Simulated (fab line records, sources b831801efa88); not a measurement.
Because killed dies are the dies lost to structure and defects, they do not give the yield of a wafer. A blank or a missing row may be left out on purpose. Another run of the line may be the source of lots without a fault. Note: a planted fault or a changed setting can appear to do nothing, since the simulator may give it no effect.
2 desks, one fault    flow gf180mcu    only its own numbers are on each desk; what lay behind them is given at the end

THE METROLOGY DESK
Means of the sampled wafers that have a number, per lot and without regard to the tool the lot ran on: this is what the gauges read. Marked OUT: a lot whose mean sits more than 4 standard deviations from the usual mean, which makes it out of limits; the brackets give that distance.
Columns: A = V5_CVD_00_THK at GF_V5_THK_MEAS_01, usual 301 nm; B = V5_W_RS at GF_V5_RS_MEAS_24, usual 0.326 ohm/sq; C = V5_W_THK at GF_V5_THK_MEAS_25, usual 358 nm; D = cdNm at GF_TOP_METAL_CD_MEAS_14, usual 440.1 nm
lot   first seen here  A    B                C              D
L407  day 26 11:14     300  0.324            353            438.9
L408  day 26 23:30     298  0.328            360            439.5
L409  day 27 03:20     300  0.325            361            439.4
L412  day 28 03:53     297  0.327            357            442.7
L416  day 29 07:04     305  0.289 (-12) OUT  412 (+13) OUT  435.4
L417  day 29 18:20     299  0.273 (-17) OUT  434 (+18) OUT  437.2
L421  day 30 20:37     300  0.322            366            440.7
L424  day 31 11:37     303  0.323            361            438.3
L426  day 32 00:00     303  0.329            356            441.8
L429  day 32 13:58     302  0.324            360            440.9
L430  day 32 19:35     299  0.330            357            442.9
This desk's finding: out of limits on L416, L417; first on L416, day 30 03:09 (V5_W_RS at GF_V5_RS_MEAS_24). L407, L408, L409, L412, L421, L424, L426, L429, L430 stayed within limits.

THE TOOL OWNER'S DESK: cvdW-02
The tool's own readings at GF_V5_CVD_23 (deposits W, target thk 350 nm, time 104.9 s): means of the sampled wafers that have a number, for each lot that ran on this tool. Marked OUT: a lot whose mean sits more than 4 standard deviations from the usual mean, which makes it out of limits; the brackets give that distance.
Columns: A = heaterPowerW at GF_V5_CVD_23, usual 867 W; B = susceptorTempC at GF_V5_CVD_23, usual 400.00 C
lot   first seen here  A    B
L407  day 27 08:38     889  400.09
L409  day 28 01:25     841  399.94
L412  day 29 01:10     879  400.09
L416  day 30 03:02     870  400.03
L417  day 30 14:14     845  399.96
L430  day 33 12:55     842  400.05
This desk's verdict: no lot among the 6 shows anything out of limits.

TAKEN TOGETHER
L416, L417 would have let the metrology desk raise an alarm at day 30 03:09.
The desk of the tool owner found nothing out of limits.
The tool owner's desk has L416, L417 on record, within its limits.
Of the lots named, all ran GF_V5_CVD_23 on cvdW-02.

WHAT HAD BEEN PUT IN BY THE SIMULATOR
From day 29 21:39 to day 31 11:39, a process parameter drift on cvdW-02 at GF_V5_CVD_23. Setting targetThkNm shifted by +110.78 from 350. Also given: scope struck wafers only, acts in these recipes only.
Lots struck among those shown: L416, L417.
Delay in hours, fault start to first out-of-limits reading, per desk: metrology desk 6.
